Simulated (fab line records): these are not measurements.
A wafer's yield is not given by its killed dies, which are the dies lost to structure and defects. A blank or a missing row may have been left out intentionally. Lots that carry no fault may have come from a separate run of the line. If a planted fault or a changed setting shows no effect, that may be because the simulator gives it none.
Which tool did it? + flow sky130 + Sampling: 11 lots, 33 wafers, 5 of 708 route steps

== WHAT THE GAUGES SHOWED, per wafer ==
SKY_METAL2_CD_MEAS_15: target cd 140 nm. Usual: cd_nm reads 140.4 nm (standard deviation 2.1).
| lot  | measured     | on        | cd_nm (nm)        | flag |
|------|--------------|-----------|-------------------|------|
| L389 | day 35 20:44 | cd_sem-01 | 140.6 140.5 140.4 |      |
| L391 | day 36 05:44 | cd_sem-01 | 143.3 144.9 146.6 |      |
| L392 | day 36 10:41 | cd_sem-01 | 139.2 138.3 138.5 |      |
| L397 | day 38 03:10 | cd_sem-02 | 136.7 137.3 137.9 |      |
| L400 | day 39 07:15 | cd_sem-02 | 139.4 135.9 137.7 |      |
| L401 | day 39 16:04 | cd_sem-02 | 138.1 139.0 138.6 |      |
| L402 | day 39 22:28 | cd_sem-02 | 139.7 139.7 140.9 |      |
| L403 | day 40 05:56 | cd_sem-01 | 143.1 144.6 143.1 |      |
| L405 | day 40 13:41 | cd_sem-01 | 141.5 142.9 141.3 |      |
| L407 | day 41 06:21 | cd_sem-01 | 139.3 139.0 140.0 |      |
| L408 | day 41 11:58 | cd_sem-02 | 142.5 140.8 141.3 |      |

SKY_VIA2_RS_MEAS_22: a four-point-probe measurement. Usual: for VIA2_W_RS the level is 0.270 ohm/sq and the standard deviation is 0.0051.
| lot  | measured     | on            | VIA2_W_RS (ohm/sq) | flag |
|------|--------------|---------------|--------------------|------|
| L389 | day 37 01:20 | film_metro-03 | 0.268 0.278 0.268  |      |
| L391 | day 37 10:23 | film_metro-03 | 0.261 0.261 0.275  |      |
| L392 | day 37 14:36 | film_metro-04 | 0.267 0.270 0.276  |      |
| L397 | day 39 06:50 | film_metro-01 | 0.276 0.274 0.274  |      |
| L400 | day 40 11:07 | film_metro-03 | 0.264 0.263 0.273  |      |
| L401 | day 40 19:39 | film_metro-03 | 0.273 0.271 0.277  |      |
| L402 | day 41 01:15 | film_metro-03 | 0.263 0.269 0.263  |      |
| L403 | day 41 08:29 | film_metro-04 | 0.269 0.274 0.267  |      |
| L405 | day 41 16:37 | film_metro-03 | 0.267 0.274 0.274  |      |
| L407 | day 42 08:43 | film_metro-04 | 0.265 0.273 0.274  |      |
| L408 | day 42 13:56 | film_metro-04 | 0.265 0.276 0.267  |      |

SKY_CAPM_THK_MEAS_01. Usual: for CAPM_CVD_00_THK the level is 15.47 nm and the standard deviation is 0.24.
| lot  | measured     | on            | CAPM_CVD_00_THK (nm) | flag |
|------|--------------|---------------|----------------------|------|
| L389 | day 37 02:05 | film_metro-04 | 15.48 15.71 15.72    |      |
| L391 | day 37 11:02 | film_metro-03 | 15.54 15.23 15.45    |      |
| L392 | day 37 15:14 | film_metro-03 | 15.25 15.39 15.38    |      |
| L397 | day 39 08:00 | film_metro-04 | 15.22 15.31 15.50    |      |
| L400 | day 40 11:44 | film_metro-03 | 15.57 15.69 15.56    |      |
| L401 | day 40 20:47 | film_metro-04 | 15.43 15.95 15.66    |      |
| L402 | day 41 01:55 | film_metro-02 | 15.49 15.43 15.77    |      |
| L403 | day 41 09:08 | film_metro-04 | 15.10 15.18 15.07    |      |
| L405 | day 41 17:16 | film_metro-02 | 15.24 15.24 15.33    |      |
| L407 | day 42 09:21 | film_metro-03 | 15.57 15.49 15.49    |      |
| L408 | day 42 14:35 | film_metro-02 | 15.37 15.82 15.76    |      |

== EACH LOT AND THE TOOL THAT RAN IT (in order: tool; ch and the chambers of the sampled wafers; start) ==
| lot  | SKY_VIA2_ETCH_15                   | SKY_VIA2_STRIP_16                    |
|------|------------------------------------|--------------------------------------|
| L389 | rie_diel-04 ch 0,3, day 37 00:26   | plasma_asher-01 ch 0,1, day 37 00:32 |
| L391 | rie_diel-04 ch 0,1,2, day 37 09:31 | plasma_asher-04 ch 0,1, day 37 09:35 |
| L392 | rie_diel-01 ch 0,1,2, day 37 13:38 | plasma_asher-04 ch 0,1, day 37 13:42 |
| L397 | rie_diel-01 ch 0,1, day 39 05:59   | plasma_asher-03 ch 0,1, day 39 06:03 |
| L400 | rie_diel-04 ch 0,1,3, day 40 10:13 | plasma_asher-01 ch 0,1, day 40 10:19 |
| L401 | rie_diel-04 ch 0,2,3, day 40 18:40 | plasma_asher-01 ch 0,1, day 40 18:43 |
| L402 | rie_diel-01 ch 0,1, day 41 00:25   | plasma_asher-04 ch 0,1, day 41 00:28 |
| L403 | rie_diel-02 ch 1,2,3, day 41 07:37 | plasma_asher-01 ch 0,1, day 41 07:41 |
| L405 | rie_diel-02 ch 2,3, day 41 15:46   | plasma_asher-04 ch 0,1, day 41 15:49 |
| L407 | rie_diel-01 ch 0,1,3, day 42 07:49 | plasma_asher-04 ch 0,1, day 42 07:55 |
| L408 | rie_diel-02 ch 0,3, day 42 13:05   | plasma_asher-04 ch 0,1, day 42 13:10 |
- SKY_VIA2_ETCH_15: etches SiO2 in C4F8/O2/Ar, stops on TiN, target depth 546 nm, time 84 s.
- SKY_VIA2_STRIP_16: strips in O2/N2.

== AS READ BY THE TOOLS THEMSELVES (means over the sampled wafers that have a number; for cases with no such wafer, the mark the record gives instead) ==
SKY_VIA2_ETCH_15. Usual: oes_product_au 0.940 a.u., standard deviation 0.0045; rf_fwd_power_W 1490 W, standard deviation 4.8.
| lot  | tool        | oes_product_au (a.u.) | rf_fwd_power_W (W) | flag |
|------|-------------|-----------------------|--------------------|------|
| L389 | rie_diel-04 | 0.942                 | 1486               |      |
| L391 | rie_diel-04 | 0.940                 | 1490               |      |
| L392 | rie_diel-01 | 0.936                 | 1492               |      |
| L397 | rie_diel-01 | 0.940                 | 1493               |      |
| L400 | rie_diel-04 | 0.938                 | 1252               | OFF  |
| L401 | rie_diel-04 | 0.936                 | 1244               | OFF  |
| L402 | rie_diel-01 | 0.944                 | 1490               |      |
| L403 | rie_diel-02 | 0.940                 | 1489               |      |
| L405 | rie_diel-02 | 0.940                 | 1484               |      |
| L407 | rie_diel-01 | 0.943                 | 1495               |      |
| L408 | rie_diel-02 | 0.942                 | 1490               |      |

SKY_VIA2_STRIP_16. Usual: drypump_motor_current_A 6.17 A, standard deviation 0.3; oes_product_au 0.398 a.u., standard deviation 0.0048; strip_time_to_endpoint_s 4.050 s, standard deviation 0.028.
| lot  | tool            | drypump_motor_current_A (A) | oes_product_au (a.u.) | strip_time_to_endpoint_s (s) | flag |
|------|-----------------|-----------------------------|-----------------------|------------------------------|------|
| L389 | plasma_asher-01 | 5.81                        | 0.395                 | 4.038                        |      |
| L391 | plasma_asher-04 | 6.47                        | 0.400                 | 4.055                        |      |
| L392 | plasma_asher-04 | 6.42                        | 0.400                 | 4.043                        |      |
| L397 | plasma_asher-03 | 6.13                        | 0.403                 | 4.036                        |      |
| L400 | plasma_asher-01 | 5.78                        | 0.402                 | 4.119                        |      |
| L401 | plasma_asher-01 | 5.77                        | 0.399                 | 4.139                        | OFF  |
| L402 | plasma_asher-04 | 6.44                        | 0.399                 | 4.045                        |      |
| L403 | plasma_asher-01 | 5.82                        | 0.401                 | 4.051                        |      |
| L405 | plasma_asher-04 | 6.46                        | 0.398                 | 4.043                        |      |
| L407 | plasma_asher-04 | 6.41                        | 0.396                 | 4.031                        |      |
| L408 | plasma_asher-04 | 6.42                        | 0.399                 | 4.075                        |      |

== THE ANSWER, worked out from the rows above alone ==
Rule: lot off if the mean of its wafers having a number is beyond 3 standard deviations from the usual mean. Also off: a lot with no number at a reading for which 4 or more lots have one. All remaining lots with rows at the step are treated as sound. After the gauges, taken in route order, come the tools' own readings; for these a lot's mean is taken, as printed above. The first step at which some lot is off is used, and at that step the reading that is off furthest; a lot without a number counts as furthest.
Off, at SKY_VIA2_ETCH_15 on rf_fwd_power_W: L400, L401.
A tool fits if, at that step or a process step before it, it ran every lot that is off, and no sound lot after the first of them. One fits: SKY_VIA2_ETCH_15 on rie_diel-04. A fault onset in the window from L391 (day 37 09:31, its last sound lot) to L400 (day 40 10:13, its first lot off) fits.
The tool's own readings at SKY_VIA2_ETCH_15 bear it out: on the lots that are off they differ by more than 5 times the standard deviation of the sound lots' means. rf_fwd_power_W reads 1248 W there against 1490 W on the sound lots.

== WHAT THE SIMULATOR PUT IN ==
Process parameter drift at SKY_VIA2_ETCH_15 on rie_diel-04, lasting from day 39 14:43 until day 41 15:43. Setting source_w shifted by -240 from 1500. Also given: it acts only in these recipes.
Lots struck among those shown: L400, L401. Same finding as the rule above.
